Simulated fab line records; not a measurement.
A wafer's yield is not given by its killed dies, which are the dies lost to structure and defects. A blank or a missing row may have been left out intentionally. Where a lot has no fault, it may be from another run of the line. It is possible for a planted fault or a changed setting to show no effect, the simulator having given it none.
Matching of chambers + flow sky130 + SKY_VIA2_ETCH_15 on rie-diel-01: 4 sister chambers
The step etches SiO2 in C4F8/O2/Ar, stops on TiN, target depth 546 nm, time 84 s. 4 wafers are shown with their chamber, then 6 later ones without.

WAFERS WITH THEIR CHAMBER
| wafer  | chamber | oes-product-au (a.u.) |
|--------|---------|-----------------------|
| L457.1 | 2       | 0.945                 |
| L461.1 | 3       | 0.934                 |
| L461.5 | 1       | 0.947                 |
| L461.6 | 0       | 0.940                 |

WAFERS WITH NO CHAMBER GIVEN
| wafer  | oes-product-au (a.u.) |
|--------|-----------------------|
| L462.2 | 0.941                 |
| L462.4 | 0.940                 |
| L462.6 | 0.950                 |
| L463.3 | 0.940                 |
| L463.5 | 0.934                 |
| L463.6 | 0.942                 |

CHAMBER TAKEN BY EACH
| wafer  | from the rows above          | in truth                   |
|--------|------------------------------|----------------------------|
| L462.2 | can't be placed: 0 or 2      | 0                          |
| L462.4 | 0                            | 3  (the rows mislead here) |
| L462.6 | can't be placed: 1 or 2      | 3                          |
| L463.3 | 0                            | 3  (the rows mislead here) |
| L463.5 | 3                            | 3                          |
| L463.6 | can't be placed: 0 or 2 or 1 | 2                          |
1 of 6 placed correctly. These rows do not allow placing 3 (true chamber among the candidates in 2). 2 placed wrongly.
How it was worked out, from the rows above alone: a wafer's distance from a chamber is the root of the sum, over the readings, of the square of ((its reading less the chamber's mean) divided by the reading's scatter). If the next closest chamber is less than 2 further off than the closest, the wafer can't be placed; otherwise it belongs to the closest. Each chamber's mean is taken over the wafers shown for it. The scatter (one wafer shown for each chamber): square how far every hidden wafer sits from the nearest shown wafer, average those squares and take the square root.
